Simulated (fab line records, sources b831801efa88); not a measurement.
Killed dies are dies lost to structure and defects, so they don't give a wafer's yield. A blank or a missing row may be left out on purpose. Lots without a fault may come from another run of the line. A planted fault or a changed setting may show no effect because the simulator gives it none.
Which tool did it? | flow gf180mcu | 13 lots, 39 wafers sampled, at 3 steps of a route of 602

WHAT THE GAUGES READ, wafer by wafer
GF_TOP_METAL_CD_MEAS_14: target cd 440 nm.
lot  | measured     | on        | cd_nm (nm)
L721 | day 28 03:38 | cd_sem-02 | 439.4 439.7 438.2
L723 | day 28 23:38 | cd_sem-01 | 438.4 441.6 439.6
L724 | day 29 05:06 | cd_sem-01 | 437.5 439.6 439.8
L725 | day 29 07:17 | cd_sem-01 | 439.7 439.4 439.2
L726 | day 29 15:04 | cd_sem-02 | 441.9 440.7 441.1
L727 | day 30 01:29 | cd_sem-02 | 442.0 441.4 442.5
L730 | day 30 22:55 | cd_sem-01 | 437.7 439.4 439.2
L732 | day 31 12:19 | cd_sem-01 | 443.0 444.6 444.5
L733 | day 31 20:12 | cd_sem-02 | 443.1 442.6 443.1
L738 | day 32 20:49 | cd_sem-02 | 441.3 442.3 443.4
L741 | day 33 16:38 | cd_sem-02 | 442.3 442.2 440.4
L743 | day 34 02:35 | cd_sem-01 | 437.5 436.4 435.9
L744 | day 34 03:44 | cd_sem-02 | 437.8 439.2 438.5

WHICH TOOL RAN EACH LOT (tool, then ch and the chambers of the sampled wafers, then the start)
lot  | GF_V1_CMP_04                  | GF_V5_CVD_23
L721 | cmp-02 ch 1,2, day 17 03:59   | cvd_w-02 ch 0,1, day 27 07:06
L723 | cmp-02 ch 0,2,3, day 18 07:23 | cvd_w-01 ch 0,1, day 28 03:36
L724 | cmp-01 ch 0,2, day 18 09:52   | cvd_w-02 ch 0, day 28 09:04
L725 | cmp-02 ch 0,2,3, day 18 13:21 | cvd_w-01 ch 0,1, day 28 10:53
L726 | cmp-02 ch 1,2, day 19 01:12   | cvd_w-01 ch 0,1, day 28 19:08
L727 | cmp-01 ch 0,1,3, day 19 13:40 | cvd_w-01 ch 0,1, day 29 06:26
L730 | cmp-02 ch 0,2,3, day 20 15:58 | cvd_w-02 ch 0,1, day 30 04:13
L732 | cmp-02 ch 0,2, day 21 11:57   | cvd_w-01 ch 0,1, day 30 18:11
L733 | cmp-01 ch 1,2, day 21 22:27   | cvd_w-02 ch 0,1, day 31 02:26
L738 | cmp-01 ch 1,3, day 23 08:54   | cvd_w-02 ch 0,1, day 32 03:44
L741 | cmp-01 ch 0,1,3, day 24 10:05 | cvd_w-01 ch 0,1, day 33 00:49
L743 | cmp-01 ch 2,3, day 25 02:11   | cvd_w-01 ch 0,1, day 33 10:51
L744 | cmp-01 ch 1,3, day 25 02:32   | cvd_w-01 ch 0,1, day 33 11:10
- GF_V1_CMP_04: polishes SiO2.
- GF_V5_CVD_23: deposits W, target thk 350 nm, time 104.9 s.

WHAT THE TOOLS THEMSELVES READ (means of the sampled wafers that have a number; where no wafer has one, the mark that the record gives instead)
GF_V1_CMP_04.
lot  | tool   | motor_current_A (A) | platen_rpm (rpm) | time_to_endpoint_s (s)
L721 | cmp-02 | 12.5                | 59.99            | 88
L723 | cmp-02 | 12.1                | 60.01            | 89
L724 | cmp-01 | 11.7                | 59.99            | 83
L725 | cmp-02 | 12.4                | 59.98            | 88
L726 | cmp-02 | 11.6                | 60.02            | 93
L727 | cmp-01 | 11.7                | 60.00            | 83
L730 | cmp-02 | 12.2                | 59.97            | 90
L732 | cmp-02 | 12.7                | 60.01            | 85
L733 | cmp-01 | 11.9                | 59.96            | 82
L738 | cmp-01 | 11.5                | 59.99            | 76
L741 | cmp-01 | 11.7                | 59.99            | 81
L743 | cmp-01 | 11.4                | 59.97            | 81
L744 | cmp-01 | 11.7                | 60.00            | 81

GF_V5_CVD_23.
lot  | tool     | heater_power_w (W)
L721 | cvd_w-02 | 837
L723 | cvd_w-01 | 878
L724 | cvd_w-02 | 841
L725 | cvd_w-01 | 854
L726 | cvd_w-01 | 861
L727 | cvd_w-01 | 870
L730 | cvd_w-02 | 855
L732 | cvd_w-01 | 858
L733 | cvd_w-02 | 878
L738 | cvd_w-02 | 846
L741 | cvd_w-01 | 869
L743 | cvd_w-01 | 887
L744 | cvd_w-01 | 902

THE ANSWER, worked out from the rows above alone
Rule: what is usual is taken from the lots themselves. Put in order of their means at a reading, lots are off if they are a third of the lots or fewer, leave a main group of 4 or more, and stand apart from it by a gap of 3 or more times the standard deviation of the main group's means; of several such gaps the widest counts. A main group whose means are all the same, to the digits that the tables above print for the reading, isn't used. A lot without any number at a reading at which 4 lots or more have one is off too. The other lots that the step has rows for count as sound. The gauges are gone through in route order, then the tools' own readings, and for those a lot's mean is taken as printed above. The first step at which some lot is off is used, and at that step the reading that is off furthest; a lot without a number counts as furthest.
No lot is off at any reading shown: from this, nothing can be told.

WHAT THE SIMULATOR HAD PUT IN
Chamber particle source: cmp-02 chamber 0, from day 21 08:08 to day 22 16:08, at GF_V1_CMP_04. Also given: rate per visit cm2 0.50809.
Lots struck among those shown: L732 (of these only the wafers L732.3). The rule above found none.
